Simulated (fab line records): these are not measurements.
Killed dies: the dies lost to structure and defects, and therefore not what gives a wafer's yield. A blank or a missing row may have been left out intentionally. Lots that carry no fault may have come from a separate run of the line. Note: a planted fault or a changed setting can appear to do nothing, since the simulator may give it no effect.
Chamber matching | flow sky130 | 4 sister chambers for SKY_LI_CONTACT_CMP_02 on cmp-01
The step polishes PSG. 8 wafers are shown with their chamber, then 7 later ones without.

## EACH WAFER AND ITS CHAMBER
wafer  | chamber | motorCurrentA (A) | timeToEndpointS (s)
L257.4 | 3       | 13.0              | 36.4
L261.6 | 1       | 12.8              | 33.0
L271.5 | 1       | 12.5              | 31.5
L273.2 | 2       | 13.7              | 34.4
L273.3 | 0       | 15.3              | 32.7
L273.5 | 2       | 13.1              | 35.1
L275.2 | 0       | 15.0              | 31.8
L275.3 | 3       | 13.4              | 34.5

## WAFERS MISSING THEIR CHAMBER
wafer  | motorCurrentA (A) | timeToEndpointS (s)
L275.6 | 12.8              | 35.2
L277.1 | 12.9              | 33.7
L277.5 | 13.7              | 32.2
L277.6 | 12.8              | 32.4
L279.1 | 13.3              | 33.3
L279.4 | 14.5              | 31.1
L279.5 | 14.2              | 29.9

## WHICH CHAMBER EACH WENT THROUGH
wafer  | from the rows above          | in truth
L275.6 | can't be placed: 3 or 2 or 1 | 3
L277.1 | can't be placed: 1 or 2 or 3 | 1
L277.5 | can't be placed: 2 or 1 or 3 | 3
L277.6 | 1                            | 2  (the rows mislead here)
L279.1 | can't be placed: 2 or 3 or 1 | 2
L279.4 | 0                            | 0
L279.5 | can't be placed: 0 or 2 or 1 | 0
Placed correctly: 1 of 7. From these rows, 5 cannot be placed; in 5 the true chamber is one of the candidates. Wrongly placed: 1.
How it was worked out, from the rows above alone: a wafer's distance from a chamber is the root of the sum, over the readings, of the square of ((its reading less the chamber's mean) divided by the reading's scatter). The wafer belongs to the nearest chamber; if the next one is less than 2 further off, it can't be placed. The mean given for a chamber averages the wafers shown for that chamber. The scatter: the root of (the sum of the squares of (reading less its chamber's mean) over the shown wafers, divided by (wafers less chambers)).
